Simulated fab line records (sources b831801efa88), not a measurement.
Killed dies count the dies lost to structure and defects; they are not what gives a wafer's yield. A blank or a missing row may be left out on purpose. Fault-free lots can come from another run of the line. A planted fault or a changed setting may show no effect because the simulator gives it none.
Struck lot and sound lot, side by side :: flow sky130 :: 21 steps out of a route of 708
Sound: wafers L451.2, L451.4, L451.5. The struck wafers were L442.3, L442.4. The cause is given at the end.
For every step that has rows: the tool of each side, followed by ch and its chambers, followed by its first start. Under that, the readings that differ: sound wafers :: struck wafers :: difference of the means :: sigmas: that difference in standard deviations of wafers without a fault.
alike: a reading whose means differ by less than 2 such deviations, as well as words and numbers matching on both sides. not compared: withheld readings; readings where some wafer has no value; bounds like >300 that might hide an equal value; numbers whose values overlap and for which the record gives no deviation.
Wherever a step has rows on one side only, a row that says differs or no value, or a row with sigmas, the two part there. Numbers that have no deviation but don't overlap get no sigmas and don't part them. A reading missing from all wafers of one side parts the sides only when that side holds two or more wafers.

first, 4 steps without rows for these wafers: SKY_METAL2_STRIP_21 (strips in post etch residue remover, time 1200 s); SKY_METAL2_CLEAN_22 (cleans in IPA, time 180 s); SKY_METAL2_CLEAN_23 (cleans in O3/DIW); SKY_VIA2_HDPCVD_00 (deposits SiO2, target thk 1180 nm, time 196.7 s).
SKY_VIA2_THK_MEAS_01:
  sound: filmMetro-01 at day 42 13:26; struck: filmMetro-01 at day 39 14:50
  alike: VIA2_HDPCVD_THK
SKY_VIA2_CMP_02: polishes SiO2.
  sound on cmp-01 ch 0,1,3, day 42 13:29; struck on cmp-01 ch 0,1, day 39 14:59
  alike: headPressurePsi, motorCurrentA
SKY_VIA2_BOW_MEAS_03:
  sound: filmMetro-01 at day 42 13:49; struck: filmMetro-02 at day 39 15:13
  alike: VIA2_BOW
then, 5 steps without rows for these wafers: SKY_VIA2_DEHYDRATE_04 (time 60 s); SKY_VIA2_HMDS_05 (prime time 60 s); SKY_VIA2_COAT_06 (resist thk 60 nm); SKY_VIA2_COAT_07 (resist thk 450 nm); SKY_VIA2_SOFTBAKE_08 (time 90 s).
SKY_VIA2_EXPOSE_09: exposes mask VIM2, target cd 200 nm.
  sound on krfScanner-02 ch 0, day 43 02:13; struck on krfScanner-02 ch 0, day 40 03:46
  alike: mask, focusOffsetNm
then, 2 steps without rows for these wafers: SKY_VIA2_PEB_10; SKY_VIA2_DEVELOP_11 (develop time 60 s).
SKY_VIA2_CD_MEAS_12: target cd 200 nm.
  sound: cdSem-02 at day 43 12:59; struck: cdSem-01 at day 40 16:06
reading: cdNm (nm)
sound: 200.8 201.9 201.2
struck: 188.3 186.9
difference: -13.7
sigmas: -8
SKY_VIA2_OVL_MEAS_13:
  sound: overlay-01 at day 43 13:06; struck: overlay-02 at day 40 16:11
  alike: VIA2_OVL
SKY_VIA2_ETCH_14: etches BARC in N2/H2, stops on SiO2, time 45.9 s, target depth 60 nm.
  sound on rieDiel-01 ch 0,2,3, day 43 13:08; struck on rieDiel-02 ch 0,1, day 40 16:13
reading: oesProductAu (a.u.)
sound: 0.854 0.854 0.857
struck: 0.863 0.869
difference: +0.011
sigmas: +2

reading: model.VIA2.cdNm (nm)
sound: 200.9 200.9 202
struck: 188.5 187.4
difference: -13.3
sigmas: 
  alike: drypumpMotorCurrentA, h2FlowSccm, throttleValvePct
  not compared: rfHoursCounterH
SKY_VIA2_ETCH_15: etches SiO2 in C4F8/O2/Ar, stops on TiN, target depth 546 nm, time 84 s.
  sound on rieDiel-01 ch 0,2,3, day 43 13:10; struck on rieDiel-02 ch 0,1, day 40 16:16
reading: model.VIA2.cdNm (nm)
sound: 202 203 202.7
struck: 191.6 189.9
difference: -11.8
sigmas: 
  alike: oesProductAu
  not compared: rfHoursCounterH
SKY_VIA2_STRIP_16: strips in O2/N2.
  sound on plasmaAsher-02 ch 0,1, day 43 13:14; struck on plasmaAsher-03 ch 0,1, day 40 16:22
  alike: drypumpMotorCurrentA, oesProductAu, stripTimeToEndpointS
  not compared: rfHoursCounterH
-- the record jumps here: 9 days lie between the struck wafers' starts before and after (it left off in module VIA2 and takes up again in module PAD_OPEN, whose first step shown is number 708 of the route) --
SKY_PAD_OPEN_PROBE_99:
  only the struck wafers here have rows in the record (prober-02, day 49 09:35); the sound ones have none

WHERE THEY PART
Earliest at SKY_VIA2_CD_MEAS_12; latest, in this record, at SKY_PAD_OPEN_PROBE_99.

WHY: what had been put in by the simulator
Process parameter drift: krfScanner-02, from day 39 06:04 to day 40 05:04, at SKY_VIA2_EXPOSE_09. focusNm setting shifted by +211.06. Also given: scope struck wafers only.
